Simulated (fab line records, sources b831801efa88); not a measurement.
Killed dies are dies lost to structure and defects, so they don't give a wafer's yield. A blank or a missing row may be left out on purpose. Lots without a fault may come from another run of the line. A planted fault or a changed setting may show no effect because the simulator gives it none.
Chamber matching | flow gf180mcu | GF_POLY_GATE_ETCH_13 on rie_si-01: 4 sister chambers
The step etches poly-Si in HBr/Cl2, stops on SiO2, target depth 198.5 nm, time 69.6 s. 8 wafers are shown with their chamber, then 8 later ones without.

WAFERS WITH THEIR CHAMBER
wafer  | chamber | drypump_motor_current_A (A) | oes_product_au (a.u.)
L864.6 | 3       | 5.0                         | 0.973
L872.6 | 0       | 6.5                         | 0.998
L873.5 | 3       | 5.0                         | 0.963
L873.6 | 0       | 6.4                         | 0.993
L876.3 | 1       | 5.5                         | 0.992
L876.4 | 2       | 5.0                         | 0.984
L876.5 | 1       | 5.5                         | 0.994
L883.3 | 2       | 5.0                         | 1.000

WAFERS WITHOUT THEIR CHAMBER
wafer  | drypump_motor_current_A (A) | oes_product_au (a.u.)
L883.4 | 6.5                         | 1.004
L883.5 | 6.5                         | 0.988
L884.1 | 5.5                         | 0.996
L884.2 | 5.1                         | 0.999
L884.4 | 5.0                         | 0.977
L887.1 | 5.0                         | 1.005
L887.2 | 6.4                         | 0.992
L887.3 | 5.5                         | 0.992

WHICH CHAMBER EACH WENT THROUGH
wafer  | from the rows above     | in truth
L883.4 | 0                       | 0
L883.5 | 0                       | 0
L884.1 | 1                       | 1
L884.2 | 2                       | 2
L884.4 | can't be placed: 3 or 2 | 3
L887.1 | 2                       | 2
L887.2 | 0                       | 0
L887.3 | 1                       | 1
Placed correctly: 7 of 8. Can't be placed from these rows: 1 (the true chamber is among the candidates in 1). Placed wrongly: 0.
How it was worked out, from the rows above alone: a wafer's distance from a chamber is the root of the sum, over the readings, of the square of ((its reading less the chamber's mean) divided by the reading's scatter). The wafer belongs to the nearest chamber; if the next one is less than 2 further off, it can't be placed. A chamber's mean is the mean of its shown wafers. The scatter: the root of (the sum of the squares of (reading less its chamber's mean) over the shown wafers, divided by (wafers less chambers)).
